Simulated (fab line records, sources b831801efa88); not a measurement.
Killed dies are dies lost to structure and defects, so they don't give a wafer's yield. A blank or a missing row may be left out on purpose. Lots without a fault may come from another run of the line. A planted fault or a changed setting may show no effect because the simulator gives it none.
fab line records | flow gf180mcu
record lots=6 wafers=18 last_day=34
route steps=602 shown M3@421 V3@429 M4@456
lots that met no fault: from a run of the same line without faults
start_h: hours from the record's first day to the start of the lot's first wafer shown | wait_h: hours since the lot's step before | " the same as in the row above | L1.1+2: a row that stands for several wafers | - no value, or no start given | * or withheld: withheld | < > ~ a bound
route shown NAME@n: a module of which the file shows steps, and the number in the route of the first | usual: mean/standard deviation of fault-free wafers | same: alike in all rows | chamber/n: place in a boat | sites: the reading at each site | _std_site: their standard deviation | _edge_site: outer sites' mean less inner sites' | radius_mm: how far each site lies from the wafer's centre | mask NAME#n: copy n | behind: the tool/chamber that last shaped the wafer | hold: why the lot was held/for how many hours/how that ended | device: the transistor (n, p or np) that didn't switch | end of line: the same wafers' tests at the end of the route | a step without rows: its recipe alone | killed: dies lost to structure and defects at the first sort, not the wafer's yield | map: a wafer's dies, x killed, . not, _ none there
set.NAME: the setting as run; set.NAME@STEP: as run at that earlier step | model.NAME: the simulator's own value behind a step, which no gauge read
lots at some steps of the route; a table a step, a row a wafer
services: from which hour (start_h, from the record's first day; less than 0 if before it) a tool's chamber was out of use, for how many hours, and why
## steps
# step GF_M3_PEB_12
# recipe peb_temp_c=135 peb_time_s=90 resist=KrF
# step GF_M3_DEVELOP_13
# recipe develop_time_s=60 dev_temp_c=21
# step GF_M3_CD_MEAS_14
# recipe target_cd_nm=280
# usual cd_nm=280.1/1.1
# columns lot.wafer tool chamber start_h wait_h cd_nm
L597.3 cd_sem-02 - 522.04 0.1 280.0
L597.4 " - " " 280.8
L597.5 " - " " 281.5
L598.2 cd_sem-02 - 538.25 11.2 279.2
L598.3 " - " " 279.2
L598.5 " - " " 280.5
L605.1 cd_sem-02 - 585.52 0.2 279.4
L605.2 " - " " 279.9
L605.6 " - " " 279.8
L607.2 cd_sem-02 - 588.69 0.2 280.6
L607.5 " - " " 279.7
L607.6 " - " " 281.1
L614.4 cd_sem-01 - 650.56 0.1 278.7
L614.5 " - " " 280.1
L614.6 " - " " 279.6
L618.3 cd_sem-02 - 675.57 0.2 279.7
L618.5 " - " " 279.2
L618.6 " - " " 279.0
# step GF_M3_OVL_MEAS_15
# usual M3_OVL=2/4.9
# columns lot.wafer tool chamber start_h wait_h M3_OVL[nm]
L597.3 overlay-02 - 522.13 0.1 11
L597.4 " - " " 12
L597.5 " - " " 13
L598.2 overlay-02 - 538.35 0.1 8
L598.3 " - " " 5
L598.5 " - " " 5
L605.1 overlay-02 - 585.64 0.1 2
L605.2 " - " " -7
L605.6 " - " " -4
L607.2 overlay-02 - 588.79 0.1 11
L607.5 " - " " 2
L607.6 " - " " 7
L614.4 overlay-01 - 650.64 0.1 7
L614.5 " - " " 7
L614.6 " - " " 5
L618.3 overlay-02 - 675.66 0.1 3
L618.5 " - " " 0
L618.6 " - " " -5
# step GF_M3_METAL_ETCH_16
# recipe chemistry=Cl2/BCl3 mask_material=KrF target_depth_nm=750.8 stop_on=SiO2 pressure_mtorr=8 icp_w=800 bias_w=140 Cl2_flow_sccm=80 bcl3_flow_sccm=40 time_s=125.1
# usual drypump_motor_current_A=5.81/0.18 oes_product_au=0.991/0.005 rf_fwd_power_W=795.2/2.7 throttle_valve_pct=28.228/0.0093
# same time_s=125.1
# columns lot.wafer tool chamber start_h wait_h drypump_motor_current_A oes_product_au rf_fwd_power_W rf_hours_counter_h throttle_valve_pct
L597.3 rie_metal-04 0 522.20 0.1 5.62 0.988 793.2 - 28.235
L597.4 " 1 " " 5.76 0.985 795.8 - 28.234
L597.5 " 0 " " 5.64 0.995 794.6 - 28.230
L598.2 rie_metal-02 0 538.38 0.0 5.79 0.988 799.9 8 28.233
L598.3 " 1 " " 5.90 0.990 798.3 - 28.232
L598.5 " 1 " " 5.91 0.984 797.1 - 28.227
L605.1 rie_metal-03 1 585.67 0.0 6.22 0.985 793.5 6 28.238
L605.2 " 0 " " 5.84 0.994 798.4 13 28.216
L605.6 " 1 " " 6.23 0.993 791.8 - 28.229
L607.2 rie_metal-04 0 588.82 0.0 5.59 0.990 792.5 11 28.237
L607.5 " 1 " " 5.73 0.991 792.9 - 28.229
L607.6 " 0 " " 5.62 0.989 794.2 - 28.225
L614.4 rie_metal-04 1 650.70 0.1 5.76 0.988 795.1 - 28.232
L614.5 " 0 " " 5.62 0.995 792.1 - 28.225
L614.6 " 1 " " 5.76 0.995 790.6 - 28.222
L618.3 rie_metal-04 0 675.73 0.1 5.61 0.996 793.0 - 28.224
L618.5 " 1 " " 5.79 0.990 796.7 - 28.233
L618.6 " 0 " " 5.61 0.991 790.4 - 28.237
# step GF_M3_STRIP_17
# recipe chemistry=O2/N2 power_w=1400 pressure_mtorr=1500 platen_temp_c=250 o2_flow_sccm=3000 n2_flow_sccm=300 overash_fraction=0.5
# step GF_M3_STRIP_18
# recipe chemistry=post_etch_residue_remover time_s=1200 temp_c=72.5
# step GF_M3_CLEAN_19
# recipe chemistry=DIW dry=n2_spin
# step GF_V3_CVD_00
# recipe material=SiO2 target_thk_nm=600 sigma_open_frac=0.3 temp_c=400 time_s=100 sih4_flow_sccm=60 pressure_mtorr=6
# step GF_V3_THK_MEAS_01
# recipe reads=SiO2_of_V3_CVD_00
# usual V3_CVD_00_THK=601/6
# columns lot.wafer tool chamber start_h wait_h V3_CVD_00_THK[nm]
L597.3 film_metro-02 - 522.93 0.1 602
L597.4 " - " " 607
L597.5 " - " " 605
L598.2 film_metro-01 - 539.13 0.0 607
L598.3 " - " " 615
L598.5 " - " " 601
L605.1 film_metro-04 - 586.41 0.0 601
L605.2 " - " " 602
L605.6 " - " " 605
L607.2 film_metro-01 - 589.57 0.0 606
L607.5 " - " " 606
L607.6 " - " " 610
L614.4 film_metro-02 - 651.42 0.0 605
L614.5 " - " " 604
L614.6 " - " " 608
L618.3 film_metro-01 - 676.49 0.1 606
L618.5 " - " " 601
L618.6 " - " " 605
# step GF_V3_CVD_02
# recipe material=SiO2 target_thk_nm=850 precursor=TEOS temp_c=400 time_s=94.851 rf_w=600
# step GF_V3_THK_MEAS_03
# recipe reads=SiO2_of_V3_CVD_02
# usual V3_CVD_02_THK=848/11
# columns lot.wafer tool chamber start_h wait_h V3_CVD_02_THK[nm]
L597.3 film_metro-04 - 523.06 0.1 852
L597.4 " - " " 850
L597.5 " - " " 858
L598.2 film_metro-02 - 539.26 0.0 832
L598.3 " - " " 844
L598.5 " - " " 852
L605.1 film_metro-04 - 586.54 0.0 863
L605.2 " - " " 848
L605.6 " - " " 862
L607.2 film_metro-01 - 589.70 0.0 834
L607.5 " - " " 853
L607.6 " - " " 856
L614.4 film_metro-04 - 651.55 0.0 854
L614.5 " - " " 852
L614.6 " - " " 849
L618.3 film_metro-04 - 676.62 0.1 835
L618.5 " - " " 848
L618.6 " - " " 847
# step GF_V3_CMP_04
# recipe material=SiO2 down_force_psi=4 platen_rpm=60 pad_velocity_m_s=0.94248
# usual head_pressure_psi=4.001/0.0084 motor_current_A=12.3/0.84 retaining_ring_pressure_frac=1.000/0.0046 time_to_endpoint_s=81/4.8
# columns lot.wafer tool chamber start_h wait_h head_pressure_psi motor_current_A retaining_ring_pressure_frac time_to_endpoint_s model.SiO2_of_V3_CVD_02.thk_nm
L597.4 cmp-01 2 523.20 0.1 4.006 12.7 1.003 77 633
L597.3 " 3 " " 4.008 11.4 1.000 83 634.7
L597.5 " 1 " " 3.995 12.4 1.001 87 634.2
L598.2 cmp-02 1 539.54 0.3 4.004 12.5 1.006 78 633
L598.3 " 2 " " 3.996 11.6 0.998 79 632.6
L598.5 " 0 " " 3.998 14.1 0.996 80 632.6
L605.1 cmp-02 3 586.65 0.1 3.983 11.2 1.008 106 572.8
L605.2 " 1 " " 4.005 12.1 1.005 84 636
L605.6 " 3 " " 4.000 11.4 1.003 108 571
L607.2 cmp-02 2 589.90 0.2 3.991 11.5 1.002 77 633.7
L607.6 " 3 " " 4.000 11.4 1.002 104 570.1
L607.5 " 0 " " 4.004 13.8 1.000 81 632.2
L614.4 cmp-01 1 651.73 0.2 4.010 11.9 1.006 90 634.8
L614.6 " 2 " " 4.004 12.3 1.004 83 633.6
L614.5 " 3 " " 4.002 12.0 0.995 89 634.1
L618.3 cmp-01 1 676.81 0.2 3.997 11.7 0.993 78 634.3
L618.6 " 2 " " 3.992 13.2 0.996 83 632.2
L618.5 " 3 " " 4.002 11.4 0.994 82 634.5
# step GF_V3_BOW_MEAS_05
# recipe mode=bow
# usual V3_BOW=116/11
# columns lot.wafer tool chamber start_h wait_h V3_BOW[um]
L597.3 film_metro-04 - 523.44 0.1 102
L597.4 " - " " 103
L597.5 " - " " 99
L598.2 film_metro-04 - 539.81 0.2 103
L598.3 " - " " 103
L598.5 " - " " 100
L605.1 film_metro-01 - 586.90 0.2 112
L605.2 " - " " 98
L605.6 " - " " 116
L607.2 film_metro-01 - 590.08 0.1 128
L607.5 " - " " 127
L607.6 " - " " 115
L614.4 film_metro-02 - 651.94 0.2 122
L614.5 " - " " 124
L614.6 " - " " 122
L618.3 film_metro-01 - 677.00 0.1 123
L618.5 " - " " 112
L618.6 " - " " 114
# step GF_V3_DEHYDRATE_06
# recipe temp_c=200 time_s=60
# step GF_V3_HMDS_07
# recipe prime_time_s=60 prime_temp_c=120
# step GF_V3_COAT_08
# recipe resist=BARC temp_c=withheld time_s=withheld spin_rpm=withheld resist_thk_nm=withheld
# step GF_V3_COAT_09
# recipe resist=KrF spin_rpm=withheld resist_thk_nm=1000
# step GF_V3_SOFTBAKE_10
# recipe temp_c=130 time_s=60 resist=KrF
# step GF_V3_EXPOSE_11
# recipe mask_id=Via3 target_cd_nm=260 na=0.68 source_shape=conventional sigma_outer=0.6 dose_mj=38
# step GF_V3_PEB_12
# recipe peb_temp_c=135 peb_time_s=90 resist=KrF
# step GF_V3_DEVELOP_13
# recipe develop_time_s=60 resist=KrF dev_temp_c=21
# step GF_V3_CD_MEAS_14
# recipe target_cd_nm=260
# usual cd_nm=259.6/1.1
# columns lot.wafer tool chamber start_h wait_h cd_nm
L597.3 cd_sem-02 - 544.03 2.8 259.5
L597.4 " - " " 259.9
L597.5 " - " " 259.6
L598.2 cd_sem-02 - 558.43 0.1 262.0
L598.3 " - " " 260.8
L598.5 " - " " 259.6
L605.1 cd_sem-01 - 607.65 0.1 261.6
L605.2 " - " " 260.0
L605.6 " - " " 260.9
L607.2 cd_sem-02 - 611.32 0.1 259.2
L607.5 " - " " 259.9
L607.6 " - " " 259.8
L614.4 cd_sem-01 - 671.62 0.1 257.4
L614.5 " - " " 258.4
L614.6 " - " " 258.5
L618.3 cd_sem-02 - 695.34 0.1 258.1
L618.5 " - " " 258.7
L618.6 " - " " 258.8
# step GF_V3_OVL_MEAS_15
# usual V3_OVL=0/5.1
# columns lot.wafer tool chamber start_h wait_h V3_OVL[nm]
L597.3 overlay-01 - 544.12 0.1 -1
L597.4 " - " " 2
L597.5 " - " " -3
L598.2 overlay-01 - 558.54 0.1 0
L598.3 " - " " -4
L598.5 " - " " -5
L605.1 overlay-02 - 607.77 0.1 -2
L605.2 " - " " -2
L605.6 " - " " -5
L607.2 overlay-02 - 611.42 0.1 -3
L607.5 " - " " -1
L607.6 " - " " -3
L614.4 overlay-02 - 671.70 0.1 6
L614.5 " - " " 6
L614.6 " - " " 5
L618.3 overlay-01 - 695.43 0.1 8
L618.5 " - " " 4
L618.6 " - " " 0
# step GF_V3_ETCH_16
# recipe chemistry=N2/H2 target_depth_a=withheld overetch_a=withheld time_s=withheld target=BARC ion_energy_ev=200 source_w=500 bias_w=100 pressure_mtorr=30 n2_flow_sccm=100 h2_flow_sccm=200
# usual drypump_motor_current_A=5.8/0.45 oes_product_au=0.853/0.0051 rf_fwd_power_W=494.8/2 throttle_valve_pct=13.224/0.0084
# columns lot.wafer tool chamber start_h wait_h drypump_motor_current_A oes_product_au rf_fwd_power_W throttle_valve_pct
L597.3 rie_diel-03 2 544.14 0.0 5.2 0.846 492.8 13.219
L597.4 " 3 " " 5.9 0.847 490.8 13.233
L597.5 " 1 " " 6.1 0.852 495.3 13.226
L598.2 rie_diel-03 0 558.57 0.0 5.9 0.858 496.2 13.244
L598.3 " 1 " " 6.1 0.849 495.5 13.225
L598.5 " 3 " " 5.9 0.852 493.7 13.215
L605.1 rie_diel-04 2 607.80 0.0 6.6 0.867 495.8 13.221
L605.2 " 0 " " 6.1 0.858 494.2 13.219
L605.6 " 0 " " 6.1 0.855 494.3 13.227
L607.2 rie_diel-04 0 611.45 0.0 6.1 0.853 494.6 13.234
L607.5 " 1 " " 4.9 0.857 496.1 13.225
L607.6 " 2 " " 6.6 0.863 495.9 13.236
L614.4 rie_diel-03 3 671.71 0.0 5.9 0.841 491.8 13.215
L614.5 " 0 " " 5.9 0.859 494.9 13.234
L614.6 " 3 " " 5.9 0.856 490.9 13.229
L618.3 rie_diel-04 0 695.45 0.0 6.1 0.853 496.0 13.223
L618.5 " 0 " " 6.1 0.845 494.8 13.209
L618.6 " 2 " " 6.6 0.855 495.5 13.239
# step GF_V3_ETCH_17
# recipe chemistry=C4F8/O2/Ar mask_material=KrF target=SiO2 stop_on=TiN source_w=1500 bias_w=1200 pressure_mtorr=40 c4f8_flow_sccm=withheld O2_flow_sccm=6 Ar_flow_sccm=300 time_s=withheld target_depth_a=6350
# usual oes_product_au=0.856/0.005 rf_fwd_power_W=1492/5.1
# columns lot.wafer tool chamber start_h wait_h oes_product_au rf_fwd_power_W model.V3.feature_depth_nm model.etch.depth_nm
L597.3 rie_diel-03 2 - - 0.849 1497 634.7 634.7
L597.4 " 3 " " 0.862 1490 633 633
L597.5 " 1 " " 0.850 1499 634.2 634.2
L598.2 rie_diel-03 0 - - 0.864 1500 633 633
L598.3 " 1 " " 0.865 1496 632.6 632.6
L598.5 " 3 " " 0.861 1486 632.6 632.6
L605.1 rie_diel-04 2 - - 0.807 1491 572.8 572.8
L605.2 " 0 " " 0.855 1486 636 636
L605.6 " 0 " " 0.804 1487 571 571
L607.2 rie_diel-04 0 - - 0.857 1495 633.7 633.7
L607.5 " 1 " " 0.858 1497 632.2 632.2
L607.6 " 2 " " 0.805 1490 570.1 570.1
L614.4 rie_diel-03 3 - - 0.861 1479 634.8 634.8
L614.5 " 0 " " 0.858 1501 634.1 634.1
L614.6 " 3 " " 0.852 1482 633.6 633.6
L618.3 rie_diel-04 0 - - 0.857 1495 634.3 634.3
L618.5 " 0 " " 0.855 1490 634.5 634.5
L618.6 " 2 " " 0.855 1500 632.2 632.2
# step GF_V3_STRIP_18
# recipe chemistry=O2/N2 power_w=1400 pressure_mtorr=1500 platen_temp_c=250 o2_flow_sccm=3000 n2_flow_sccm=300 overash_fraction=0.5
# step GF_V3_STRIP_19
# recipe chemistry=post_etch_residue_remover time_s=1200 temp_c=72.5
# step GF_V3_CLEAN_20
# recipe chemistry=DIW dry=n2_spin
# step GF_V3_SPUTTER_21
# recipe material=Ti target_thk_nm=15 chamber_pressure_pa=5 power_w=2500 substrate_temp_c=200 time_s=80.02
# usual throttle_valve_pct=29.9/1
# same time_s=80.02
# columns lot.wafer tool chamber start_h wait_h throttle_valve_pct
L597.3 pvd_sputter-04 - 544.81 0.0 30.6
L597.4 " - " " 30.1
L597.5 " - " " 29.8
L598.2 pvd_sputter-02 - 559.32 0.0 30.9
L598.3 " - " " 32.0
L598.5 " - " " 28.6
L605.1 pvd_sputter-01 - 608.47 0.0 28.6
L605.2 " - " " 30.9
L605.6 " - " " 29.2
L607.2 pvd_sputter-01 - 612.11 0.0 29.1
L607.5 " - " " 30.9
L607.6 " - " " 29.0
L614.4 pvd_sputter-04 - 672.41 0.0 29.9
L614.5 " - " " 29.7
L614.6 " - " " 30.1
L618.3 pvd_sputter-02 - 696.14 0.0 32.4
L618.5 " - " " 31.0
L618.6 " - " " 32.1
# step GF_V3_SPUTTER_22
# recipe material=TiN target_thk_nm=10 chamber_pressure_pa=5 power_w=4000 time_s=40
# usual throttle_valve_pct=30.0/1.1
# same time_s=40
# columns lot.wafer tool chamber start_h wait_h throttle_valve_pct
L597.3 pvd_sputter-04 - 544.87 0.0 30.4
L597.4 " - " " 30.0
L597.5 " - " " 29.9
L598.2 pvd_sputter-02 - 559.38 0.0 31.1
L598.3 " - " " 32.5
L598.5 " - " " 29.1
L605.1 pvd_sputter-01 - 608.53 0.0 28.3
L605.2 " - " " 30.9
L605.6 " - " " 29.2
L607.2 pvd_sputter-01 - 612.18 0.0 29.3
L607.5 " - " " 31.2
L607.6 " - " " 29.0
L614.4 pvd_sputter-04 - 672.47 0.0 29.6
L614.5 " - " " 29.8
L614.6 " - " " 29.9
L618.3 pvd_sputter-02 - 696.21 0.0 32.4
L618.5 " - " " 31.1
L618.6 " - " " 32.3
# step GF_V3_CVD_23
# recipe material=W target_thk_nm=350 time_s=104.9 temp_c=400 pressure_torr=40
# usual heater_power_w=866/32 susceptor_temp_C=399.98/0.22
# same time_s=104.9
# columns lot.wafer tool chamber start_h wait_h heater_power_w susceptor_temp_C
L597.3 cvd_w-01 1 544.94 0.1 857 399.68
L597.4 " 0 " " 825 399.78
L597.5 " 0 " " 827 399.64
L598.2 cvd_w-01 0 559.42 0.0 855 399.89
L598.3 " 0 " " 825 399.99
L598.5 " 0 " " 825 399.87
L605.1 cvd_w-02 0 608.57 0.0 901 400.01
L605.2 " 1 " " 925 399.77
L605.6 " 1 " " 928 399.97
L607.2 cvd_w-01 0 612.21 0.0 826 399.97
L607.5 " 1 " " 851 399.95
L607.6 " 0 " " 832 400.27
L614.4 cvd_w-02 0 672.54 0.1 881 399.67
L614.5 " 1 " " 931 400.20
L614.6 " 0 " " 895 400.26
L618.3 cvd_w-01 0 696.28 0.1 836 399.71
L618.5 " 1 " " 853 400.05
L618.6 " 0 " " 861 399.74
# step GF_V3_RS_MEAS_24
# recipe thk_meas_gauge=four-point-probe reads=W_of_V3_CVD_23+TiN_of_V3_SPUTTER_22+Ti_of_V3_SPUTTER_21
# usual V3_W_RS=0.3291/0.0027
# columns lot.wafer tool chamber start_h wait_h V3_W_RS[ohm/sq]
L597.3 film_metro-02 - 545.06 0.1 0.3292
L597.4 " - " " 0.3277
L597.5 " - " " 0.3314
L598.2 film_metro-01 - 559.55 0.1 0.3293
L598.3 " - " " 0.3273
L598.5 " - " " 0.3295
L605.1 film_metro-02 - 608.68 0.1 0.3296
L605.2 " - " " 0.3284
L605.6 " - " " 0.3308
L607.2 film_metro-01 - 612.35 0.1 0.3258
L607.5 " - " " 0.3272
L607.6 " - " " 0.3267
L614.4 film_metro-02 - 672.68 0.1 0.3324
L614.5 " - " " 0.3310
L614.6 " - " " 0.3330
L618.3 film_metro-02 - 696.40 0.1 0.3295
L618.5 " - " " 0.3363
L618.6 " - " " 0.3303
# step GF_V3_THK_MEAS_25
# recipe thk_meas_gauge=xrf reads=W_of_V3_CVD_23
# usual V3_W_THK=344/3.6
# columns lot.wafer tool chamber start_h wait_h V3_W_THK[nm]
L597.3 film_metro-02 - 545.16 0.1 342
L597.4 " - " " 344
L597.5 " - " " 339
L598.2 film_metro-01 - 559.66 0.1 347
L598.3 " - " " 346
L598.5 " - " " 346
L605.1 film_metro-02 - 608.80 0.1 342
L605.2 " - " " 343
L605.6 " - " " 341
L607.2 film_metro-01 - 612.46 0.1 344
L607.5 " - " " 346
L607.6 " - " " 345
L614.4 film_metro-02 - 672.77 0.1 342
L614.5 " - " " 342
L614.6 " - " " 343
L618.3 film_metro-02 - 696.50 0.1 343
L618.5 " - " " 338
L618.6 " - " " 340
# step GF_V3_CMP_26
# recipe stop_on=SiO2 down_force_psi=3.5 platen_rpm=60 t_overpolish_s=15 target_thk_nm=0 pad_velocity_m_s=0.94248
# usual head_pressure_psi=3.501/0.0084 motor_current_A=11.2/0.62 retaining_ring_pressure_frac=0.999/0.0044
# columns lot.wafer tool chamber start_h wait_h head_pressure_psi motor_current_A retaining_ring_pressure_frac model.SiO2_of_V3_CVD_02.thk_nm
L597.3 cmp-01 0 545.23 0.1 3.503 10.2 0.997 630.9
L597.4 " 3 " " 3.512 10.7 0.999 629.2
L597.5 " 0 " " 3.511 9.9 0.999 630.4
L598.2 cmp-02 2 559.76 0.1 3.507 10.5 1.004 629.3
L598.3 " 0 " " 3.502 12.9 1.001 628.8
L598.5 " 2 " " 3.501 10.5 1.000 628.8
L605.1 cmp-02 1 609.05 0.2 3.526 11.0 0.995 569
L605.2 " 2 " " 3.494 10.8 1.000 632.3
L605.6 " 1 " " 3.507 11.2 1.000 567.3
L607.2 cmp-01 3 612.66 0.2 3.501 11.5 0.989 630
L607.5 " 0 " " 3.507 11.1 0.996 628.5
L607.6 " 1 " " 3.487 11.4 1.002 566.3
L614.4 cmp-02 3 672.85 0.1 3.502 10.5 0.994 631
L614.6 " 2 " " 3.501 11.3 1.002 629.8
L614.5 " 3 " " 3.499 10.7 0.992 630.4
L618.3 cmp-02 3 696.54 0.0 3.494 11.2 0.998 630.6
L618.5 " 3 " " 3.495 10.2 1.000 630.8
L618.6 " 0 " " 3.489 12.4 1.000 628.5
# step GF_M4_SPUTTER_00
# recipe material=Ti target_thk_nm=37.5 arriving_ion_energy_ev=80 substrate_temp_c=200 chamber_pressure_pa=2 power_w=4000 time_s=150
## services
# columns tool chamber start_h hours kind
cvd_w-01 0 501.08 9.1 repair
cmp-02 - 508.31 0.2 repair
cvd_w-01 - 511.12 1.4 repair
rie_diel-04 1 513.75 4.6 repair
cmp-02 - 518.56 4.8 pm
cmp-01 - 532.11 0.3 repair
cmp-01 - 534.36 5.0 pm
cvd_w-02 - 557.02 1.0 repair
cvd_w-02 - 558.93 6.9 pm
pvd_sputter-04 - 562.72 5.7 repair
cmp-01 - 572.00 4.0 pm
cmp-02 - 577.85 0.8 repair
rie_diel-04 1 585.07 2.0 repair
rie_diel-03 - 587.27 2.8 pm
cmp-02 - 624.14 0.8 repair
cmp-02 - 659.94 5.9 pm
cmp-02 - 665.99 0.2 repair
cmp-02 - 666.08 0.9 repair
cvd_w-01 - 674.27 1.5 repair
rie_diel-03 0 675.65 3.6 repair
rie_metal-04 1 691.00 10.5 repair
rie_metal-04 - 691.82 1.6 repair
rie_diel-04 1 692.15 15.5 repair
pvd_sputter-01 - 694.41 2.4 repair
## key
first_sign step=GF_V3_CMP_04 reading=time_to_endpoint_s direction=up sigmas=5.2 usual=* struck=*
effect step=GF_V3_ETCH_17 reading=oes_product_au direction=down sigmas=10 usual=0.856 struck=0.805
model_effect step=GF_V3_CMP_04 value=SiO2_of_V3_CVD_02.thk_nm without=634.6 struck=571.3
model_effect step=GF_V3_ETCH_17 value=V3.feature_depth_nm without=634.6 struck=571.3
model_effect step=GF_V3_CMP_26 value=SiO2_of_V3_CVD_02.thk_nm without=630.8 struck=567.5
met_at GF_V3_CMP_04
struck_wafers L605.1,L605.6,L607.6
onset_between 539.54 586.65
fault kind=process_parameter_drift tool=cmp-02 chamber=- onset_h=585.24 steps=GF_V3_CMP_04 channel=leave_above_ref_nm offset=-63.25 shape=step end_h=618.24 scope=struck_wafers_only acts_in=these_recipes_only stated=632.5
